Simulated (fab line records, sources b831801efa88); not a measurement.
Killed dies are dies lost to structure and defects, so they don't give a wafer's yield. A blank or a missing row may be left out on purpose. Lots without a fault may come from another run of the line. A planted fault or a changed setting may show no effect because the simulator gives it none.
fab line records | flow gf180mcu
record lots=5 wafers=15 last_day=34
route steps=602 shown V5@541 TOP_METAL@567
lots that met no fault: from a run of the same line without faults
start_h: hours from the record's first day to the start of the lot's first wafer shown | wait_h: hours since the lot's step before | " the same as in the row above | L1.1+2: a row that stands for several wafers | - no value, or no start given | * or withheld: withheld | < > ~ a bound
route shown NAME@n: a module of which the file shows steps, and the number in the route of the first | usual: mean/standard deviation of fault-free wafers | same: alike in all rows | chamber/n: place in a boat | sites: the reading at each site | _std_site: their standard deviation | _edge_site: outer sites' mean less inner sites' | radius_mm: how far each site lies from the wafer's centre | mask NAME#n: copy n | behind: the tool/chamber that last shaped the wafer | hold: why the lot was held/for how many hours/how that ended | device: the transistor (n, p or np) that didn't switch | end of line: the same wafers' tests at the end of the route | a step without rows: its recipe alone | killed: dies lost to structure and defects at the first sort, not the wafer's yield | map: a wafer's dies, x killed, . not, _ none there
set.NAME: the setting as run; set.NAME@STEP: as run at that earlier step | model.NAME: the simulator's own value behind a step, which no gauge read
lots at some steps of the route; a table a step, a row a wafer
services: from which hour (start_h, from the record's first day; less than 0 if before it) a tool's chamber was out of use, for how many hours, and why
## steps
# step GF_V5_THK_MEAS_01
# recipe reads=SiO2_of_V5_CVD_00
# usual V5_CVD_00_THK=299.4/2.9
# columns lot.wafer tool chamber start_h wait_h V5_CVD_00_THK[nm]
L080.1 film_metro-02 - 660.72 0.0 302.3
L080.4 " - " " 298.3
L080.6 " - " " 302.6
L081.3 film_metro-03 - 666.16 0.0 302.6
L081.4 " - " " 298.7
L081.5 " - " " 303.4
L087.2 film_metro-03 - 708.16 0.0 300.7
L087.3 " - " " 302.8
L087.6 " - " " 302.1
L093.2 film_metro-03 - 754.34 0.0 297.5
L093.3 " - " " 300.4
L093.6 " - " " 299.7
L097.1 film_metro-01 - 774.60 0.0 297.8
L097.4 " - " " 300.5
L097.5 " - " " 304.3
# step GF_V5_CVD_02
# recipe material=SiO2 target_thk_nm=1450 precursor=TEOS temp_c=400 time_s=163.28 rf_w=600
# usual heater_power_w=573/75
# columns lot.wafer tool chamber start_h wait_h heater_power_w
L080.1 pecvd-03 0 660.78 0.1 556
L080.4 " 2 " " 503
L080.6 " 1 " " 537
L081.3 pecvd-01 2 666.20 0.0 612
L081.4 " 1 " " 728
L081.5 " 2 " " 658
L087.2 pecvd-03 1 708.21 0.0 656
L087.3 " 0 " " 563
L087.6 " 1 " " 528
L093.2 pecvd-02 2 754.39 0.0 491
L093.3 " 0 " " 570
L093.6 " 2 " " 432
L097.1 pecvd-01 1 774.66 0.1 646
L097.4 " 0 " " 536
L097.5 " 2 " " 646
# step GF_V5_THK_MEAS_03
# recipe reads=SiO2_of_V5_CVD_02
# usual V5_CVD_02_THK=1452/19
# columns lot.wafer tool chamber start_h wait_h V5_CVD_02_THK[nm]
L080.1 film_metro-01 - 660.88 0.1 1436
L080.4 " - " " 1460
L080.6 " - " " 1439
L081.3 film_metro-03 - 666.33 0.1 1437
L081.4 " - " " 1470
L081.5 " - " " 1454
L087.2 film_metro-01 - 708.32 0.1 1415
L087.3 " - " " 1442
L087.6 " - " " 1430
L093.2 film_metro-01 - 754.56 0.1 1456
L093.3 " - " " 1473
L093.6 " - " " 1456
L097.1 film_metro-03 - 774.77 0.1 1468
L097.4 " - " " 1480
L097.5 " - " " 1468
# step GF_V5_CMP_04
# recipe material=SiO2 down_force_psi=4 platen_rpm=60 pad_velocity_m_s=0.94248
# usual edge_zone_pressure_frac=0.999/0.0053 motor_current_A=12.5/1
# columns lot.wafer tool chamber start_h wait_h edge_zone_pressure_frac motor_current_A
L080.4 cmp-02 2 661.04 0.1 0.991 12.5
L080.1 " 3 " " 1.008 12.5
L080.6 " 1 " " 0.996 11.2
L081.4 cmp-02 0 666.37 0.0 1.011 14.5
L081.3 " 2 " " 0.995 12.0
L081.5 " 0 " " 1.008 13.9
L087.3 cmp-02 2 708.43 0.1 1.001 12.2
L087.2 " 3 " " 1.002 12.9
L087.6 " 2 " " 0.994 12.8
L093.3 cmp-02 3 755.03 0.5 0.992 13.2
L093.2 " 0 " " 1.005 14.6
L093.6 " 3 " " 0.999 13.0
L097.4 cmp-02 3 775.27 0.5 1.000 12.1
L097.1 " 0 " " 0.992 13.9
L097.5 " 3 " " 1.001 12.9
# step GF_V5_BOW_MEAS_05
# recipe mode=bow
# usual V5_BOW=135/9.8
# columns lot.wafer tool chamber start_h wait_h V5_BOW[um]
L080.1 film_metro-01 - 661.24 0.1 146
L080.4 " - " " 144
L080.6 " - " " 130
L081.3 film_metro-03 - 666.71 0.2 131
L081.4 " - " " 138
L081.5 " - " " 137
L087.2 film_metro-01 - 708.70 0.2 149
L087.3 " - " " 138
L087.6 " - " " 131
L093.2 film_metro-01 - 755.35 0.2 131
L093.3 " - " " 141
L093.6 " - " " 134
L097.1 film_metro-01 - 775.57 0.2 144
L097.4 " - " " 132
L097.5 " - " " 131
# step GF_V5_DEHYDRATE_06
# recipe temp_c=200 time_s=60
# usual resist_line_temp_C=22.99/0.12
# columns lot.wafer tool chamber start_h wait_h resist_line_temp_C
L080.1 litho_track-03 0 670.71 9.4 22.94
L080.4 " 0 " " 22.94
L080.6 " 0 " " 23.01
L081.3 litho_track-04 0 676.16 9.4 22.99
L081.4 " 0 " " 23.00
L081.5 " 0 " " 22.97
L087.2 litho_track-03 0 717.58 8.9 23.00
L087.3 " 0 " " 23.12
L087.6 " 0 " " 22.96
L093.2 litho_track-04 0 762.38 7.0 23.20
L093.3 " 0 " " 23.16
L093.6 " 0 " " 22.94
L097.1 litho_track-01 0 782.35 6.8 22.85
L097.4 " 0 " " 22.79
L097.5 " 0 " " 22.92
# step GF_V5_HMDS_07
# recipe prime_time_s=60 prime_temp_c=120
# usual resist_line_temp_C=22.99/0.12
# columns lot.wafer tool chamber start_h wait_h resist_line_temp_C
L080.1 litho_track-03 0 670.86 0.1 23.07
L080.4 " 0 " " 23.00
L080.6 " 0 " " 23.10
L081.3 litho_track-04 0 676.31 0.1 23.01
L081.4 " 0 " " 23.06
L081.5 " 0 " " 22.98
L087.2 litho_track-03 0 717.73 0.1 22.77
L087.3 " 0 " " 22.89
L087.6 " 0 " " 22.85
L093.2 litho_track-04 0 762.53 0.1 22.96
L093.3 " 0 " " 23.04
L093.6 " 0 " " 23.03
L097.1 litho_track-01 0 782.50 0.1 23.17
L097.4 " 0 " " 23.19
L097.5 " 0 " " 23.15
# step GF_V5_COAT_08
# recipe resist=BARC temp_c=withheld time_s=withheld spin_rpm=withheld resist_thk_nm=withheld
# usual dispense_pressure_kPa=47/4.7 resist_line_temp_C=*
# columns lot.wafer tool chamber start_h wait_h dispense_pressure_kPa resist_line_temp_C
L080.1 litho_track-03 0 671.01 0.1 57 *
L080.4 " 0 " " 57 *
L080.6 " 0 " " 57 *
L081.3 litho_track-04 0 676.46 0.1 47 *
L081.4 " 0 " " 47 *
L081.5 " 0 " " 47 *
L087.2 litho_track-03 0 717.88 0.1 57 *
L087.3 " 0 " " 57 *
L087.6 " 0 " " 57 *
L093.2 litho_track-04 0 762.68 0.1 47 *
L093.3 " 0 " " 47 *
L093.6 " 0 " " 47 *
L097.1 litho_track-01 0 782.65 0.1 43 *
L097.4 " 0 " " 43 *
L097.5 " 0 " " 43 *
# step GF_V5_COAT_09
# recipe resist=KrF spin_rpm=withheld resist_thk_nm=1000
# usual dispense_pressure_kPa=47/4.7 resist_line_temp_C=23.00/0.1
# columns lot.wafer tool chamber start_h wait_h dispense_pressure_kPa resist_line_temp_C
L080.1 litho_track-03 0 - - 57 23.15
L080.4 " 0 " " 57 23.09
L080.6 " 0 " " 57 23.18
L081.3 litho_track-04 0 - - 47 22.99
L081.4 " 0 " " 47 23.00
L081.5 " 0 " " 47 22.89
L087.2 litho_track-03 0 - - 57 23.11
L087.3 " 0 " " 57 23.03
L087.6 " 0 " " 57 23.11
L093.2 litho_track-04 0 - - 47 23.03
L093.3 " 0 " " 47 22.91
L093.6 " 0 " " 47 23.05
L097.1 litho_track-01 0 - - 43 23.07
L097.4 " 0 " " 43 23.07
L097.5 " 0 " " 43 23.00
# step GF_V5_SOFTBAKE_10
# recipe temp_c=130 time_s=60 resist=KrF
# usual resist_line_temp_C=23.00/0.096
# columns lot.wafer tool chamber start_h wait_h resist_line_temp_C
L080.1 litho_track-03 0 - - 22.91
L080.4 " 0 " " 22.97
L080.6 " 0 " " 22.87
L081.3 litho_track-04 0 - - 23.03
L081.4 " 0 " " 22.95
L081.5 " 0 " " 22.88
L087.2 litho_track-03 0 - - 22.97
L087.3 " 0 " " 22.85
L087.6 " 0 " " 22.95
L093.2 litho_track-04 0 - - 23.01
L093.3 " 0 " " 22.94
L093.6 " 0 " " 22.77
L097.1 litho_track-01 0 - - 22.98
L097.4 " 0 " " 22.91
L097.5 " 0 " " 23.15
# step GF_V5_EXPOSE_11
# recipe mask_id=Via5 target_cd_nm=260 na=0.68 source_shape=conventional sigma_outer=0.6 dose_mj=38
# usual exposure_dose_mJ_cm2=38.00/0.039
# same na=0.68
# columns lot.wafer tool chamber start_h wait_h mask exposure_dose_mJ_cm2
L080.1 krf_scanner-01 0 - - Via5#0 37.97
L080.4 " 0 " " Via5#0 38.00
L080.6 " 0 " " Via5#0 37.96
L081.3 krf_scanner-02 0 - - Via5#0 37.96
L081.4 " 0 " " Via5#0 37.98
L081.5 " 0 " " Via5#0 38.02
L087.2 krf_scanner-02 0 - - Via5#0 38.00
L087.3 " 0 " " Via5#0 38.00
L087.6 " 0 " " Via5#0 38.00
L093.2 krf_scanner-02 0 - - Via5#0 38.02
L093.3 " 0 " " Via5#0 38.03
L093.6 " 0 " " Via5#0 38.02
L097.1 krf_scanner-02 0 - - Via5#0 37.98
L097.4 " 0 " " Via5#0 38.01
L097.5 " 0 " " Via5#0 37.95
# step GF_V5_PEB_12
# recipe peb_temp_c=135 peb_time_s=90 resist=KrF
# usual resist_line_temp_C=22.98/0.11
# columns lot.wafer tool chamber start_h wait_h resist_line_temp_C
L080.1 litho_track-03 0 - - 23.13
L080.4 " 0 " " 23.01
L080.6 " 0 " " 23.05
L081.3 litho_track-04 0 - - 22.88
L081.4 " 0 " " 22.95
L081.5 " 0 " " 22.99
L087.2 litho_track-03 0 - - 22.92
L087.3 " 0 " " 23.00
L087.6 " 0 " " 22.88
L093.2 litho_track-03 0 - - 22.88
L093.3 " 0 " " 23.00
L093.6 " 0 " " 22.93
L097.1 litho_track-01 0 - - 22.87
L097.4 " 0 " " 22.86
L097.5 " 0 " " 22.80
# step GF_V5_DEVELOP_13
# recipe develop_time_s=60 resist=KrF dev_temp_c=21
# usual resist_line_temp_C=22.97/0.089
# columns lot.wafer tool chamber start_h wait_h resist_line_temp_C
L080.1 litho_track-03 0 680.86 0.2 22.89
L080.4 " 0 " " 22.88
L080.6 " 0 " " 22.93
L081.3 litho_track-04 0 685.56 0.1 23.06
L081.4 " 0 " " 23.06
L081.5 " 0 " " 23.02
L087.2 litho_track-03 0 726.43 0.2 22.94
L087.3 " 0 " " 22.93
L087.6 " 0 " " 23.09
L093.2 litho_track-03 0 771.58 0.2 22.84
L093.3 " 0 " " 22.93
L093.6 " 0 " " 22.90
L097.1 litho_track-01 0 790.65 0.2 22.79
L097.4 " 0 " " 22.98
L097.5 " 0 " " 23.00
# step GF_V5_CD_MEAS_14
# recipe target_cd_nm=260
# usual cd_nm=260.0/1.2
# columns lot.wafer tool chamber start_h wait_h cd_nm
L080.1 cd_sem-02 - 681.01 0.1 259.3
L080.4 " - " " 259.0
L080.6 " - " " 258.1
L081.3 cd_sem-02 - 685.70 0.1 257.9
L081.4 " - " " 258.0
L081.5 " - " " 259.3
L087.2 cd_sem-02 - 726.58 0.1 261.2
L087.3 " - " " 261.6
L087.6 " - " " 260.7
L093.2 cd_sem-02 - 771.73 0.1 259.5
L093.3 " - " " 259.3
L093.6 " - " " 260.1
L097.1 cd_sem-01 - 790.80 0.1 260.0
L097.4 " - " " 260.3
L097.5 " - " " 260.9
# step GF_V5_OVL_MEAS_15
# usual V5_OVL=0/4.6
# columns lot.wafer tool chamber start_h wait_h V5_OVL[nm]
L080.1 overlay-01 - 681.13 0.1 -3
L080.4 " - " " -1
L080.6 " - " " -2
L081.3 overlay-02 - 685.79 0.1 -3
L081.4 " - " " -3
L081.5 " - " " -2
L087.2 overlay-01 - 726.68 0.1 -2
L087.3 " - " " 2
L087.6 " - " " -3
L093.2 overlay-01 - 771.83 0.1 -8
L093.3 " - " " -5
L093.6 " - " " -11
L097.1 overlay-02 - 790.92 0.1 7
L097.4 " - " " 8
L097.5 " - " " 0
# step GF_V5_ETCH_16
# recipe chemistry=N2/H2 target_depth_a=withheld overetch_a=withheld time_s=withheld target=BARC ion_energy_ev=200 source_w=500 bias_w=100 pressure_mtorr=30 n2_flow_sccm=100 h2_flow_sccm=200
# usual drypump_motor_current_A=5.7/0.55 oes_product_au=0.854/0.0046 throttle_valve_pct=13.225/0.009
# columns lot.wafer tool chamber start_h wait_h drypump_motor_current_A oes_product_au throttle_valve_pct
L080.1 rie_diel-04 2 681.16 0.0 5.7 0.857 13.213
L080.4 " 1 " " 4.9 0.856 13.247
L080.6 " 2 " " 5.7 0.858 13.221
L081.3 rie_diel-04 2 685.82 0.0 5.7 0.850 13.226
L081.4 " 3 " " 6.5 0.851 13.226
L081.5 " 2 " " 5.7 0.856 13.234
L087.2 rie_diel-01 3 726.71 0.0 5.9 0.853 13.225
L087.3 " 1 " " 5.1 0.854 13.209
L087.6 " 0 " " 5.3 0.856 13.215
L093.2 rie_diel-04 1 771.86 0.0 4.9 0.855 13.217
L093.3 " 0 " " 6.2 0.858 13.216
L093.6 " 0 " " 6.2 0.849 13.226
L097.1 rie_diel-01 2 790.95 0.0 5.3 0.859 13.216
L097.4 " 1 " " 5.1 0.850 13.232
L097.5 " 2 " " 5.3 0.849 13.221
# step GF_V5_ETCH_17
# recipe chemistry=C4F8/O2/Ar mask_material=KrF target=SiO2 stop_on=TiN source_w=1500 bias_w=1200 pressure_mtorr=40 c4f8_flow_sccm=withheld O2_flow_sccm=6 Ar_flow_sccm=300 time_s=withheld target_depth_a=8550
# usual oes_product_au=0.859/0.0043
# columns lot.wafer tool chamber start_h wait_h oes_product_au
L080.1 rie_diel-04 2 - - 0.862
L080.4 " 1 " " 0.855
L080.6 " 2 " " 0.862
L081.3 rie_diel-04 2 - - 0.859
L081.4 " 3 " " 0.861
L081.5 " 2 " " 0.861
L087.2 rie_diel-01 3 - - 0.859
L087.3 " 1 " " 0.859
L087.6 " 0 " " 0.861
L093.2 rie_diel-04 1 - - 0.847
L093.3 " 0 " " 0.850
L093.6 " 0 " " 0.858
L097.1 rie_diel-01 2 - - 0.863
L097.4 " 1 " " 0.858
L097.5 " 2 " " 0.853
# step GF_V5_STRIP_18
# recipe chemistry=O2/N2 power_w=1400 pressure_mtorr=1500 platen_temp_c=250 o2_flow_sccm=3000 n2_flow_sccm=300 overash_fraction=0.5
# usual drypump_motor_current_A=5.36/0.22 heater_power_w=349/58 oes_product_au=0.568/0.0047 platen_temp_c=250.02/0.2
# columns lot.wafer tool chamber start_h wait_h drypump_motor_current_A heater_power_w oes_product_au platen_temp_c rf_hours_counter_h
L080.1 plasma_asher-04 0 681.32 - 5.64 301 0.570 250.20 101
L080.4 " 0 " " 5.64 311 0.570 250.15 -
L080.6 " 1 " " 5.08 447 0.570 249.86 -
L081.3 plasma_asher-02 1 686.00 - 5.22 279 0.564 249.84 -
L081.4 " 0 " " 5.37 325 0.571 249.87 -
L081.5 " 1 " " 5.22 295 0.567 250.16 -
L087.2 plasma_asher-04 1 726.87 - 5.07 464 0.567 249.87 106
L087.3 " 1 " " 5.07 452 0.575 249.81 -
L087.6 " 1 " " 5.07 463 0.572 249.80 -
L093.2 plasma_asher-01 1 772.02 - 5.28 362 0.571 250.14 38
L093.3 " 0 " " 5.67 372 0.566 250.21 -
L093.6 " 0 " " 5.67 372 0.577 250.10 -
L097.1 plasma_asher-02 1 791.10 - 5.21 292 0.560 249.84 67
L097.4 " 0 " " 5.38 323 0.564 250.31 -
L097.5 " 0 " " 5.38 315 0.567 250.32 -
# step GF_V5_STRIP_19
# recipe chemistry=post_etch_residue_remover time_s=1200 temp_c=72.5
# columns lot.wafer tool chamber start_h wait_h
L080.1+4+6 wet_bench-01 0 681.42 0.1
L081.3+4+5 wet_bench-01 3 686.07 0.0
L087.2+3+6 wet_bench-01 3 726.97 0.1
L093.2+3+6 wet_bench-02 3 772.12 0.1
L097.1+4+5 wet_bench-04 1 791.20 0.1
# step GF_V5_CLEAN_20
# recipe chemistry=DIW dry=n2_spin
# columns lot.wafer tool chamber start_h wait_h
L080.1+4+6 wet_bench-04 1 681.76 0.0
L081.3+4+5 wet_bench-02 2 686.41 0.0
L087.2+3+6 wet_bench-02 0 727.31 0.0
L093.2+3+6 wet_bench-04 2 772.46 0.0
L097.1+4+5 wet_bench-04 0 791.55 0.0
# step GF_V5_SPUTTER_21
# recipe material=Ti target_thk_nm=15 chamber_pressure_pa=5 power_w=2500 substrate_temp_c=200 time_s=80.02
# usual throttle_valve_pct=30.8/1.1
# columns lot.wafer tool chamber start_h wait_h throttle_valve_pct
L080.1 pvd_sputter-04 - 681.86 0.0 29.9
L080.4 " - " " 30.2
L080.6 " - " " 31.5
L081.3 pvd_sputter-02 - 686.50 0.0 31.7
L081.4 " - " " 31.9
L081.5 " - " " 32.1
L087.2 pvd_sputter-03 - 727.40 0.0 29.9
L087.3 " - " " 32.6
L087.6 " - " " 32.8
L093.2 pvd_sputter-04 - 772.56 0.0 30.7
L093.3 " - " " 31.7
L093.6 " - " " 30.2
L097.1 pvd_sputter-04 - 791.64 0.0 29.5
L097.4 " - " " 30.7
L097.5 " - " " 31.3
# step GF_V5_SPUTTER_22
# recipe material=TiN target_thk_nm=10 chamber_pressure_pa=5 power_w=4000 time_s=40
# usual throttle_valve_pct=30.8/1.1
# columns lot.wafer tool chamber start_h wait_h throttle_valve_pct
L080.1 pvd_sputter-04 - 681.92 0.0 29.6
L080.4 " - " " 30.7
L080.6 " - " " 31.6
L081.3 pvd_sputter-02 - 686.56 0.0 31.7
L081.4 " - " " 31.6
L081.5 " - " " 31.8
L087.2 pvd_sputter-03 - 727.46 0.0 29.9
L087.3 " - " " 33.0
L087.6 " - " " 33.0
L093.2 pvd_sputter-04 - 772.62 0.0 30.6
L093.3 " - " " 31.3
L093.6 " - " " 30.4
L097.1 pvd_sputter-04 - 791.70 0.0 29.8
L097.4 " - " " 30.4
L097.5 " - " " 31.5
# step GF_V5_CVD_23
# recipe material=W target_thk_nm=350 time_s=104.9 temp_c=400 pressure_torr=40
# usual heater_power_w=920/130
# columns lot.wafer tool chamber start_h wait_h heater_power_w
L080.1 cvd_w-01 1 681.96 0.0 892
L080.4 " 0 " " 812
L080.6 " 0 " " 827
L081.3 cvd_w-01 1 686.64 0.1 877
L081.4 " 0 " " 809
L081.5 " 1 " " 884
L087.2 cvd_w-02 1 727.50 0.0 895
L087.3 " 1 " " 904
L087.6 " 1 " " 908
L093.2 cvd_w-02 1 772.66 0.0 886
L093.3 " 0 " " 1160
L093.6 " 1 " " 903
L097.1 cvd_w-01 1 791.74 0.0 870
L097.4 " 1 " " 879
L097.5 " 0 " " 805
# step GF_V5_RS_MEAS_24
# recipe thk_meas_gauge=four-point-probe reads=W_of_V5_CVD_23+TiN_of_V5_SPUTTER_22+Ti_of_V5_SPUTTER_21
# usual V5_W_RS=0.327/0.0035
# columns lot.wafer tool chamber start_h wait_h V5_W_RS[ohm/sq]
L080.1 film_metro-03 - 682.07 0.1 0.326
L080.4 " - " " 0.328
L080.6 " - " " 0.327
L081.3 film_metro-02 - 686.76 0.1 0.325
L081.4 " - " " 0.327
L081.5 " - " " 0.323
L087.2 film_metro-02 - 727.63 0.1 0.334
L087.3 " - " " 0.329
L087.6 " - " " 0.332
L093.2 film_metro-01 - 772.79 0.1 0.329
L093.3 " - " " 0.328
L093.6 " - " " 0.332
L097.1 film_metro-02 - 791.85 0.1 0.323
L097.4 " - " " 0.321
L097.5 " - " " 0.330
# step GF_V5_THK_MEAS_25
# recipe thk_meas_gauge=xrf reads=W_of_V5_CVD_23
# usual V5_W_THK=354/4.9
# columns lot.wafer tool chamber start_h wait_h V5_W_THK[nm]
L080.1 film_metro-03 - 682.19 0.1 357
L080.4 " - " " 355
L080.6 " - " " 357
L081.3 film_metro-02 - 686.86 0.1 353
L081.4 " - " " 350
L081.5 " - " " 356
L087.2 film_metro-02 - 727.74 0.1 341
L087.3 " - " " 347
L087.6 " - " " 343
L093.2 film_metro-01 - 772.90 0.1 356
L093.3 " - " " 356
L093.6 " - " " 352
L097.1 film_metro-02 - 791.97 0.1 362
L097.4 " - " " 353
L097.5 " - " " 345
# step GF_V5_CMP_26
# recipe stop_on=SiO2 down_force_psi=3.5 platen_rpm=60 t_overpolish_s=15 target_thk_nm=0 pad_velocity_m_s=0.94248
# usual edge_zone_pressure_frac=1.001/0.0051 motor_current_A=11.3/0.92 overpolish_run_s=15.000/0.0093 time_to_endpoint_s=86/3.5
# columns lot.wafer tool chamber start_h wait_h edge_zone_pressure_frac motor_current_A overpolish_run_s time_to_endpoint_s
L080.4 cmp-01 3 682.25 0.0 0.996 11.7 15.004 86
L080.1 " 2 " " 0.997 10.4 15.006 87
L080.6 " 0 " " 0.995 11.5 14.994 86
L081.3 cmp-01 3 686.90 0.0 1.002 12.1 14.999 90
L081.4 " 1 " " 1.007 11.5 15.015 87
L081.5 " 0 " " 0.997 10.4 14.999 89
L087.2 cmp-02 0 727.79 0.0 1.002 12.4 14.987 86
L087.3 " 1 " " 0.989 10.0 15.007 81
L087.6 " 1 " " 0.991 10.0 14.992 83
L093.2 cmp-02 1 772.95 0.0 1.000 9.8 15.007 82
L093.3 " 0 " " 1.006 12.5 14.982 85
L093.6 " 2 " " 1.003 12.0 14.999 87
L097.1 cmp-01 0 792.03 0.1 1.000 10.5 14.986 87
L097.4 " 2 " " 1.005 10.5 14.992 84
L097.5 " 0 " " 1.003 10.6 15.026 84
# step GF_TOP_METAL_SPUTTER_00
# recipe material=Ti target_thk_nm=37.5 arriving_ion_energy_ev=80 substrate_temp_c=200 chamber_pressure_pa=2 power_w=4000 time_s=150
# usual throttle_valve_pct=30.4/1.2
# columns lot.wafer tool chamber start_h wait_h throttle_valve_pct
L080.1 pvd_sputter-04 - 682.55 0.1 30.4
L080.4 " - " " 31.6
L080.6 " - " " 30.2
L081.3 pvd_sputter-03 - 687.20 0.2 29.3
L081.4 " - " " 29.6
L081.5 " - " " 30.0
L087.2 pvd_sputter-03 - 728.09 0.2 29.6
L087.3 " - " " 32.6
L087.6 " - " " 32.6
L093.2 pvd_sputter-03 - 773.25 0.2 29.5
L093.3 " - " " 28.9
L093.6 " - " " 29.6
L097.1 pvd_sputter-04 - 792.33 0.2 30.7
L097.4 " - " " 31.5
L097.5 " - " " 30.9
# step GF_TOP_METAL_SPUTTER_01
# recipe material=TiN target_thk_nm=30 power_w=6500 time_s=25 chamber_pressure_pa=0.4
# usual throttle_valve_pct=30.4/1.2
# columns lot.wafer tool chamber start_h wait_h throttle_valve_pct
L080.1 pvd_sputter-04 - 682.65 0.1 30.4
L080.4 " - " " 31.5
L080.6 " - " " 30.4
L081.3 pvd_sputter-03 - 687.30 0.1 29.5
L081.4 " - " " 30.0
L081.5 " - " " 29.9
L087.2 pvd_sputter-03 - 728.19 0.1 29.7
L087.3 " - " " 32.9
L087.6 " - " " 33.0
L093.2 pvd_sputter-03 - 773.35 0.1 29.6
L093.3 " - " " 28.6
L093.6 " - " " 29.4
L097.1 pvd_sputter-04 - 792.43 0.1 30.6
L097.4 " - " " 31.6
L097.5 " - " " 30.4
# step GF_TOP_METAL_SPUTTER_02
# recipe material=AlCu target_thk_nm=900 power_w=10600 chamber_pressure_pa=0.3 substrate_temp_c=250 gas=Ar time_s=47.82
# usual throttle_valve_pct=30.4/1.2
# columns lot.wafer tool chamber start_h wait_h throttle_valve_pct
L080.1 pvd_sputter-04 - 682.68 0.0 30.2
L080.4 " - " " 31.3
L080.6 " - " " 30.4
L081.3 pvd_sputter-03 - 687.33 0.0 29.6
L081.4 " - " " 29.9
L081.5 " - " " 30.0
L087.2 pvd_sputter-03 - 728.22 0.0 29.8
L087.3 " - " " 33.1
L087.6 " - " " 32.7
L093.2 pvd_sputter-03 - 773.38 0.0 29.8
L093.3 " - " " 28.7
L093.6 " - " " 29.5
L097.1 pvd_sputter-04 - 792.46 0.0 30.7
L097.4 " - " " 31.5
L097.5 " - " " 30.7
# step GF_TOP_METAL_SPUTTER_03
# recipe material=Ti target_thk_nm=5 substrate_temp_c=300 chamber_pressure_pa=0.3 power_w=3000 time_s=3.3
# usual throttle_valve_pct=30.4/1.2
# columns lot.wafer tool chamber start_h wait_h throttle_valve_pct
L080.1 pvd_sputter-04 - 682.72 0.0 30.5
L080.4 " - " " 31.6
L080.6 " - " " 30.2
L081.3 pvd_sputter-03 - 687.37 0.0 29.8
L081.4 " - " " 29.9
L081.5 " - " " 29.8
L087.2 pvd_sputter-03 - 728.27 0.0 29.8
L087.3 " - " " 32.8
L087.6 " - " " 32.9
L093.2 pvd_sputter-03 - 773.42 0.0 29.5
L093.3 " - " " 28.7
L093.6 " - " " 29.3
L097.1 pvd_sputter-04 - 792.50 0.0 30.6
L097.4 " - " " 31.3
L097.5 " - " " 30.4
# step GF_TOP_METAL_SPUTTER_04
# recipe material=TiN target_thk_nm=25 power_w=6500 time_s=20.8 chamber_pressure_pa=0.4
# usual throttle_valve_pct=30.4/1.1
# columns lot.wafer tool chamber start_h wait_h throttle_valve_pct
L080.1 pvd_sputter-04 - 682.74 0.0 30.4
L080.4 " - " " 31.4
L080.6 " - " " 30.2
L081.3 pvd_sputter-03 - 687.39 0.0 29.5
L081.4 " - " " 30.0
L081.5 " - " " 30.0
L087.2 pvd_sputter-03 - 728.28 0.0 29.8
L087.3 " - " " 32.9
L087.6 " - " " 32.9
L093.2 pvd_sputter-03 - 773.44 0.0 29.3
L093.3 " - " " 28.8
L093.6 " - " " 29.7
L097.1 pvd_sputter-04 - 792.52 0.0 30.7
L097.4 " - " " 31.5
L097.5 " - " " 30.3
# step GF_TOP_METAL_RS_MEAS_05
# recipe thk_meas_gauge=four-point-probe reads=TiN_of_TOP_METAL_SPUTTER_04+Ti_of_TOP_METAL_SPUTTER_03+AlCu_of_TOP_METAL_SPUTTER_02+TiN_of_TOP_METAL_SPUTTER_01+Ti_of_TOP_METAL_SPUTTER_00
# usual TOP_METAL_ALCU_RS=0.0327/0.00032
# columns lot.wafer tool chamber start_h wait_h TOP_METAL_ALCU_RS[ohm/sq]
L080.1 film_metro-03 - 682.77 0.0 0.0325
L080.4 " - " " 0.0327
L080.6 " - " " 0.0326
L081.3 film_metro-03 - 687.46 0.1 0.0321
L081.4 " - " " 0.0322
L081.5 " - " " 0.0323
L087.2 film_metro-01 - 728.33 0.0 0.0325
L087.3 " - " " 0.0321
L087.6 " - " " 0.0323
L093.2 film_metro-04 - 773.49 0.0 0.0327
L093.3 " - " " 0.0329
L093.6 " - " " 0.0330
L097.1 film_metro-01 - 792.55 0.0 0.0329
L097.4 " - " " 0.0326
L097.5 " - " " 0.0327
# step GF_TOP_METAL_THK_MEAS_06
# recipe thk_meas_gauge=xrf reads=AlCu_of_TOP_METAL_SPUTTER_02
# usual TOP_METAL_ALCU_THK=900/12
# columns lot.wafer tool chamber start_h wait_h TOP_METAL_ALCU_THK[nm]
L080.1 film_metro-03 - 682.89 0.1 909
L080.4 " - " " 903
L080.6 " - " " 905
L081.3 film_metro-03 - 687.56 0.1 917
L081.4 " - " " 919
L081.5 " - " " 917
L087.2 film_metro-01 - 728.44 0.1 904
L087.3 " - " " 916
L087.6 " - " " 911
L093.2 film_metro-04 - 773.60 0.1 894
L093.3 " - " " 884
L093.6 " - " " 888
L097.1 film_metro-01 - 792.67 0.1 892
L097.4 " - " " 898
L097.5 " - " " 892
# step GF_TOP_METAL_DEHYDRATE_07
# recipe temp_c=200 time_s=60
# usual resist_line_temp_C=23.03/0.088
# columns lot.wafer tool chamber start_h wait_h resist_line_temp_C
L080.1 litho_track-03 0 691.96 9.1 22.96
L080.4 " 0 " " 23.16
L080.6 " 0 " " 23.00
L081.3 litho_track-02 0 696.72 9.2 23.10
L081.4 " 0 " " 23.00
L081.5 " 0 " " 22.96
L087.2 litho_track-01 0 736.72 8.3 23.09
L087.3 " 0 " " 22.92
L087.6 " 0 " " 23.06
L093.2 litho_track-02 0 779.90 6.3 23.04
L093.3 " 0 " " 23.26
L093.6 " 0 " " 23.12
L097.1 litho_track-03 0 799.76 7.1 23.17
L097.4 " 0 " " 23.11
L097.5 " 0 " " 23.05
## services
# columns tool chamber start_h hours kind
rie_diel-04 1 644.84 6.1 repair
pvd_sputter-03 - 650.17 0.8 repair
rie_diel-04 1 672.71 1.7 repair
pvd_sputter-03 - 679.61 3.4 repair
pvd_sputter-04 - 700.99 1.0 repair
cmp-02 - 703.12 0.3 repair
krf_scanner-02 - 703.49 0.3 repair
pvd_sputter-03 - 716.08 1.2 repair
pvd_sputter-04 - 716.57 4.8 repair
cmp-02 - 718.95 0.6 repair
rie_diel-04 1 735.21 3.8 repair
cmp-02 - 746.16 4.0 pm
pvd_sputter-03 - 756.18 4.3 repair
rie_diel-04 1 756.51 1.8 repair
rie_diel-01 2 766.50 2.2 repair
cmp-02 - 768.78 0.8 repair
rie_diel-01 0 772.50 14.7 repair
rie_diel-04 2 775.55 7.9 repair
rie_diel-04 1 776.33 9.4 repair
krf_scanner-02 - 785.14 3.6 pm
rie_diel-04 2 787.18 16.6 repair
krf_scanner-02 - 788.69 1.0 pm
krf_scanner-02 - 789.69 0.8 pm
krf_scanner-02 - 791.52 1.3 pm
## key
fault none
